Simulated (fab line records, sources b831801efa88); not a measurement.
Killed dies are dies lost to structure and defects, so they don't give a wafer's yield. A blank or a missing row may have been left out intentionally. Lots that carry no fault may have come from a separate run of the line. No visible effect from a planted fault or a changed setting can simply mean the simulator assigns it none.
Chamber matching / flow gf180mcu / GF_V1_CMP_26 on cmp-01 has 4 sister chambers
The step polishes, stops on SiO2, t overpolish 15 s, target thk 0 nm. 4 wafers are shown with their chamber, then 8 later ones without.

EACH WAFER AND ITS CHAMBER
wafer=L626.6; chamber=1; time_to_endpoint_s (s)=90
wafer=L629.4; chamber=2; time_to_endpoint_s (s)=82
wafer=L629.6; chamber=0; time_to_endpoint_s (s)=80
wafer=L632.2; chamber=3; time_to_endpoint_s (s)=81

WAFERS WITHOUT THEIR CHAMBER
wafer=L632.3; time_to_endpoint_s (s)=83
wafer=L632.6; time_to_endpoint_s (s)=83
wafer=L634.1; time_to_endpoint_s (s)=83
wafer=L634.4; time_to_endpoint_s (s)=81
wafer=L634.5; time_to_endpoint_s (s)=81
wafer=L642.1; time_to_endpoint_s (s)=79
wafer=L642.2; time_to_endpoint_s (s)=78
wafer=L642.3; time_to_endpoint_s (s)=85

WHICH CHAMBER EACH WENT THROUGH
wafer=L632.3; from the rows above=can't be placed: 2 or 3 or 0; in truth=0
wafer=L632.6; from the rows above=can't be placed: 2 or 3 or 0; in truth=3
wafer=L634.1; from the rows above=can't be placed: 2 or 3 or 0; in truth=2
wafer=L634.4; from the rows above=can't be placed: 3 or 0 or 2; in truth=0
wafer=L634.5; from the rows above=can't be placed: 3 or 0 or 2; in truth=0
wafer=L642.1; from the rows above=can't be placed: 0 or 3 or 2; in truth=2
wafer=L642.2; from the rows above=can't be placed: 0 or 3 or 2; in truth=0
wafer=L642.3; from the rows above=can't be placed: 2 or 3 or 0 or 1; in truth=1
0 of 8 placed correctly. Unplaceable from these rows: 8, with the true chamber sitting among the candidates in 8. Placed wrongly: 0.
How it was worked out, from the rows above alone: a wafer's distance from a chamber is the root of the sum, over the readings, of the square of ((its reading less the chamber's mean) divided by the reading's scatter). The wafer belongs to the nearest chamber; if the next one is less than 2 further off, it can't be placed. A chamber's mean is the mean of its shown wafers. The scatter: root of mean squared gap, hidden wafer to nearest shown wafer, with one shown wafer a chamber.
